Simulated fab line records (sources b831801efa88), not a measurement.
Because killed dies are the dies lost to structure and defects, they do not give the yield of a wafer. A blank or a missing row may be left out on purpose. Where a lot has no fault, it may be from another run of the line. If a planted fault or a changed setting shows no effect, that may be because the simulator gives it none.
A struck lot beside a sound one ; flow gf180mcu ; 14 steps out of a route of 602
Sound: these wafers, L910.1, L910.3, L910.6. Wafers struck: L915.1, L915.2, L915.5. Last of all comes the cause.
At each step with rows: each side's tool, then ch and its chambers, then its first start. Under that, the readings that differ: sound wafers ; struck wafers ; difference of the means ; sigmas: that difference in standard deviations of wafers without a fault.
alike: same words and numbers on both sides, and readings whose means sit less than 2 such deviations apart. not compared: any withheld reading, any reading some wafer has no value for, any bound like >300 that may hide the same value, and any number with overlapping values for which the record gives no deviation.
A row with sigmas, a row that says differs or no value, or rows on one side alone: a step with any of these is where the two part. Numbers that don't overlap but have no deviation are shown without sigmas and don't part them. A reading missing from all wafers of one side parts the sides only when that side holds two or more wafers.

first, 1 step without rows for these wafers: GF_LVPWELL_DEVELOP_06 (develop time 60 s).
GF_LVPWELL_OVL_MEAS_07:
  sound on overlay-01 at day 4 02:15; struck on overlay-01 at day 5 09:04
  alike: LVPWELL_OVL
then, 2 steps without rows for these wafers: GF_LVPWELL_IMPLANT_08; GF_LVPWELL_IMPLANT_09.
GF_LVPWELL_STRIP_10: strips in O2/N2.
  sound on plasmaAsher-04 ch 0,1, day 4 02:35; struck on plasmaAsher-03 ch 0,1, day 5 09:24
reading;sound;struck;difference;sigmas
stripTimeToEndpointS (s);37.14 37.13 37.19;37.01 36.99 36.91;-0.18;-2
  alike: chamberPressureMTorr, drypumpMotorCurrentA, heaterPowerW, oesProductAu
  not compared: rfHoursCounterH
GF_LVPWELL_TW_MEAS_11:
  sound on filmMetro-02 at day 4 02:41; struck on filmMetro-03 at day 5 09:30
  alike: LVPWELL_TW
then, 6 steps without rows for these wafers: GF_MVSD_DEHYDRATE_00 (time 60 s); GF_MVSD_HMDS_01 (prime time 60 s); GF_MVSD_COAT_02 (resist thk 3000 nm); GF_MVSD_SOFTBAKE_03; GF_MVSD_EXPOSE_04 (exposes mask MVSD, target cd 1000 nm); GF_MVSD_PEB_05.
GF_MVSD_DEVELOP_06: develop time 60 s.
  struck on lithoTrack-02, day 5 23:00; sound on lithoTrack-01 ch 0, day 4 14:00
  no value came back on the struck wafers for chillPlateTempC (C), developTimeS (s); on the sound wafers chillPlateTempC (C) reads 22.98 23.04 22.94
GF_MVSD_OVL_MEAS_07:
  sound on overlay-01 at day 4 15:01; struck on overlay-02 at day 5 23:50
reading;sound;struck;difference;sigmas
MVSD_OVL (nm);-0.5 1.3 -2.6;- - -;no value on the struck wafers;

== WHERE THEY PART ==
At GF_LVPWELL_STRIP_10 first; at GF_MVSD_OVL_MEAS_07 last (within this record only).

WHY: whatever the simulator had introduced
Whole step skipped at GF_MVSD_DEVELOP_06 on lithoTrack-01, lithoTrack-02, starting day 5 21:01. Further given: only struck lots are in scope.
